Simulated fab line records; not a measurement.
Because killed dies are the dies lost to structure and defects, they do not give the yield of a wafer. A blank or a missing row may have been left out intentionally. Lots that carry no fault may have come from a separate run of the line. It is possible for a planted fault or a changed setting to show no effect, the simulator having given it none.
A sampling plan put to the test | flow sky130 | each of the 11 faults these records tell of, on one fab line, judged from the records of the lots it struck
The plan is the line's own looks: the steps of the route at which a gauge or an inspection reads the wafer and doesn't change it. Where struck wafers have a number at a look and the file lists that look's usual mean and standard deviation on fault-free wafers, the look can be judged. Caught: at a look after the fault's first step, the mean of the struck wafers lies 4 or more of those standard deviations (sigma) from the usual mean. On the tool: the identical test, applied to the tool's own readings at the steps of the fault. Caught also covers a different recipe on the struck wafers, or a record left blank for those wafers only.

== THE FAULTS, as the simulator had put them in ==
1. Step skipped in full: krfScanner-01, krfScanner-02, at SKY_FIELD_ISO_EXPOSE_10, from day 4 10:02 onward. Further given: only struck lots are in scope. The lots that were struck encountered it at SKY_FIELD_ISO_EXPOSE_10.
2. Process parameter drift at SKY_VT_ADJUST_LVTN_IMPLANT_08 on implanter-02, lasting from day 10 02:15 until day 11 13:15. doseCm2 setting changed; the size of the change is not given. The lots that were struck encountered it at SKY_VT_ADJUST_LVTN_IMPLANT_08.
3. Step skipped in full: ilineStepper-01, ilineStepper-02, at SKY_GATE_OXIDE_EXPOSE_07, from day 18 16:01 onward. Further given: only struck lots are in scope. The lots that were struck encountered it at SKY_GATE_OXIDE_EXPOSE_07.
4. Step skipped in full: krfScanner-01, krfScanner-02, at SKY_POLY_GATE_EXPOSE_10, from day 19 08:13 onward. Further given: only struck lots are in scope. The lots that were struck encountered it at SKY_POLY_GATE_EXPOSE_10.
5. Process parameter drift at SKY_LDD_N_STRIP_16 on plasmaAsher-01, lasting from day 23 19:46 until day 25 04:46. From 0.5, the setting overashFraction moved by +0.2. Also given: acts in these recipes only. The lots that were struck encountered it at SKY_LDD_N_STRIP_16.
6. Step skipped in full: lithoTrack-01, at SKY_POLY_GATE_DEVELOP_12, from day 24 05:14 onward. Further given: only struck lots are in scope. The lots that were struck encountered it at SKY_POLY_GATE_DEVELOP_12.
7. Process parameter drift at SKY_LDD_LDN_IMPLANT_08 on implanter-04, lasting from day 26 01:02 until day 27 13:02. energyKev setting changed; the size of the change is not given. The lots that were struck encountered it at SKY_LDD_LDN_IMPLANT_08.
8. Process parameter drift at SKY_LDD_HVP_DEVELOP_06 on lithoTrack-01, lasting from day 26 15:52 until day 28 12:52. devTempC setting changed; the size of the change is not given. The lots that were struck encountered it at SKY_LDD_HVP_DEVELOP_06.
9. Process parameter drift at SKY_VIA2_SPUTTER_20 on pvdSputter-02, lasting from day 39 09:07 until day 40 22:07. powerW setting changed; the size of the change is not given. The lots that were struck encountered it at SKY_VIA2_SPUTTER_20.
10. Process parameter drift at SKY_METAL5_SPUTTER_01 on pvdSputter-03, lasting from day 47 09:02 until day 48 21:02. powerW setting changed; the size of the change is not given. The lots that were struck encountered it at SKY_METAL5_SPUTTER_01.
11. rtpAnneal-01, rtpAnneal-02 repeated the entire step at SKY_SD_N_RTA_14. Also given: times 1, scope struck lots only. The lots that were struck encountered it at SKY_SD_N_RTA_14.

== WHAT THE PLAN SAW ==
fault | on the tool itself                               | first look that catches it                      | reading, sigma | median hours from its first step to that look | hours from the fault's start to the first struck lot there | judged looks passed uncaught
1     | no reading that can be judged                    | no look after it can be judged                  | -              | -                                             | -                                                          | 0
2     | doseIonsCm2 +90 sigma                            | no look after it can be judged                  | -              | -                                             | -                                                          | 0
3     | no reading that can be judged                    | no look after it can be judged                  | -              | -                                             | -                                                          | 0
4     | no reading that can be judged                    | no look after it can be judged                  | -              | -                                             | -                                                          | 0
5     | under 2 sigma                                    | none of the 2 looks that can be judged after it | -              | -                                             | -                                                          | 2
6     | the tool's record is blank for the struck wafers | no look after it can be judged                  | -              | -                                             | -                                                          | 0
7     | beamEnergyKeV +75 sigma                          | no look after it can be judged                  | -              | -                                             | -                                                          | 0
8     | developerTempC +8.5 sigma                        | no look after it can be judged                  | -              | -                                             | -                                                          | 0
9     | cathodeDcPowerW -99 or beyond sigma              | no look after it can be judged                  | -              | -                                             | -                                                          | 0
10    | cathodeDcPowerW -99 or beyond sigma              | no look after it can be judged                  | -              | -                                             | -                                                          | 0
11    | under 2 sigma                                    | not the one look that can be judged after it    | -              | -                                             | -                                                          | 1
A dash: this means the fault isn't caught or the number doesn't appear in these records.

Caught at a look: 0 of 11. Caught on the tool: 6 of 11. By one or the other: 6 of 11.
On the tool alone, faults 2, 6, 7, 8, 9, 10 were caught.
Caught by neither: faults 1, 3, 4, 5, 11.
